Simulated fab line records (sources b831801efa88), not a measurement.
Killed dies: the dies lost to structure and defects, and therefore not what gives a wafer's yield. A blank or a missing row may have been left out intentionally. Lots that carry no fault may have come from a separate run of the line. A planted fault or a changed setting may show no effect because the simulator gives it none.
Code-filled problem report in 8D (eight disciplines) form    flow sky130    the parts of the form that need people (team, actions taken, sign-off) are left out

== 1. WHAT WENT WRONG ==
Mean of cd-nm at SKY_LDD_P_CD_MEAS_07: 304.6 nm across 3 wafers in 2 lots; on wafers with no fault it is 380.2 nm (standard deviation 2.3). That is -33 standard deviations from the usual mean.
The step: target cd 380 nm.
First seen on wafer L676.2, day 23 10:04, on cd-sem-02. At this step, 39 wafers from 13 lots have a number in the record. The rule behind "out" and "out of limits": a value lying over 4 standard deviations away from the usual mean. All remaining wafers that have a number are taken as sound.

== 2. WHAT THIS IS AND IS NOT ==
question                     is                      is not
which readings at this step  cd-nm                   -
which lots                   L676, L679              L662, L664, L665, L666, L667, L668, L669, L670, L680, L681, L684
which wafers of those lots   L676.2, L676.5, L679.5  L676.1, L679.1, L679.6
read on which gauges         cd-sem-02               cd-sem-01
when                         from day 23 10:04       up to then (25 sound wafers); but 11 sound wafers of L679, L680, L681, L684 came after

== 3. SUSPECTS, AND WHAT RULES EACH OUT ==
Counting: if a tool at a process step up to the reading ran every lot that is out, it stays a suspect. Sound lots after the first of them don't rule it out here, since some wafers of a struck lot are sound.
- the gauge at SKY_LDD_P_CD_MEAS_07: kept. All the wafers that are out were read on cd-sem-02, and no step on other tools shows them out.
- litho-track-03 at SKY_LDD_P_DEVELOP_06 (develop time 60 s): kept. Ran every lot that is out, first one L676 (day 23 09:55); last sound lot up to then L669 (day 21 05:08).
Remaining after the count are litho-track-03 at SKY_LDD_P_DEVELOP_06 and cd-sem-02 at SKY_LDD_P_CD_MEAS_07.

== 4. THE CAUSE (what the simulator had put in) ==
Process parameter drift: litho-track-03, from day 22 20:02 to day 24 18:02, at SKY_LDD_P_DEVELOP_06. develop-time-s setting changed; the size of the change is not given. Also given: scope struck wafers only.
Counting left 2 suspects, and this tool is among them.

== 5. THE CHAIN OF EFFECTS, in route order ==
One row per reading whose mean, taken over the struck wafers that have a number, lies over 3 standard deviations from the usual. Only readings for which the record gives a usual standard deviation are gone through. hours: the time from each lot's start at the first step in this table that gives one to its start at this step, as a median over the lots. sigmas: the change in usual standard deviations.
hours  step                  reading  usual     on struck wafers  change  sigmas
0      SKY_LDD_P_CD_MEAS_07  cd-nm    380.2 nm  304.6             -75.6   -33

== 6. WHAT WOULD HAVE CAUGHT IT SOONER ==
Counted from the fault's start at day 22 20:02, it took 14 hours until the first out-of-limits reading at a measuring or inspecting step in this record, taken at day 23 10:04.
No tool reading at SKY_LDD_P_DEVELOP_06 that has a usual standard deviation in the record was out on any struck wafer, so an alarm limit of 4 standard deviations on those readings would not have fired.
Lots out: 2; of these, L679 started SKY_LDD_P_DEVELOP_06 on litho-track-03 after day 23 10:04. It would have been spared by a hold on the tool at that moment.
